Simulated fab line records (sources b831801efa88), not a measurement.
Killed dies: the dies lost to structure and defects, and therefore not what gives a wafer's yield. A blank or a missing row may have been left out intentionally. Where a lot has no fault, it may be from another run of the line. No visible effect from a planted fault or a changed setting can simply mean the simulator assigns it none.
Matching of chambers | flow gf180mcu | GF_CONTACT_CMP_04 on cmp-01: 4 sister chambers
The step polishes SiO2. 8 wafers are shown with their chamber, then 10 later ones without.

WAFERS PAIRED WITH THEIR CHAMBERS
wafer  | chamber | motorCurrentA (A) | timeToEndpointS (s)
L967.1 | 3       | 11.8              | 111
L967.3 | 1       | 11.2              | 121
L969.3 | 2       | 12.4              | 123
L969.5 | 1       | 10.9              | 126
L971.4 | 3       | 11.7              | 116
L971.5 | 0       | 9.7               | 115
L972.2 | 0       | 9.8               | 106
L972.5 | 2       | 13.2              | 124

WAFERS WITH NO CHAMBER GIVEN
wafer  | motorCurrentA (A) | timeToEndpointS (s)
L972.6 | 12.1              | 109
L976.2 | 12.1              | 115
L976.3 | 10.0              | 114
L976.4 | 12.2              | 117
L978.2 | 12.5              | 117
L978.5 | 11.5              | 106
L978.6 | 10.2              | 117
L980.1 | 11.0              | 117
L980.2 | 12.1              | 124
L980.5 | 10.9              | 116

THE CHAMBER EACH PASSED THROUGH
wafer  | from the rows above          | in truth
L972.6 | 3                            | 3
L976.2 | can't be placed: 3 or 2      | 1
L976.3 | 0                            | 0
L976.4 | can't be placed: 3 or 2      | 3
L978.2 | can't be placed: 2 or 3      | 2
L978.5 | 3                            | 3
L978.6 | can't be placed: 0 or 1      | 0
L980.1 | can't be placed: 1 or 3      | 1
L980.2 | can't be placed: 2 or 3 or 1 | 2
L980.5 | can't be placed: 1 or 3      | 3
Correctly placed: 3 of 10. Not placeable from these rows: 7 (in 6, the candidates include the true chamber). Placed wrongly: 0.
How it was worked out, from the rows above alone: a wafer's distance from a chamber is the root of the sum, over the readings, of the square of ((its reading less the chamber's mean) divided by the reading's scatter). The wafer belongs to the nearest chamber; if the next one is less than 2 further off, it can't be placed. Each chamber's mean is taken over the wafers shown for it. The scatter: take each reading less its chamber's mean, square it, sum over the shown wafers, divide by the number of wafers less the number of chambers, and take the root.
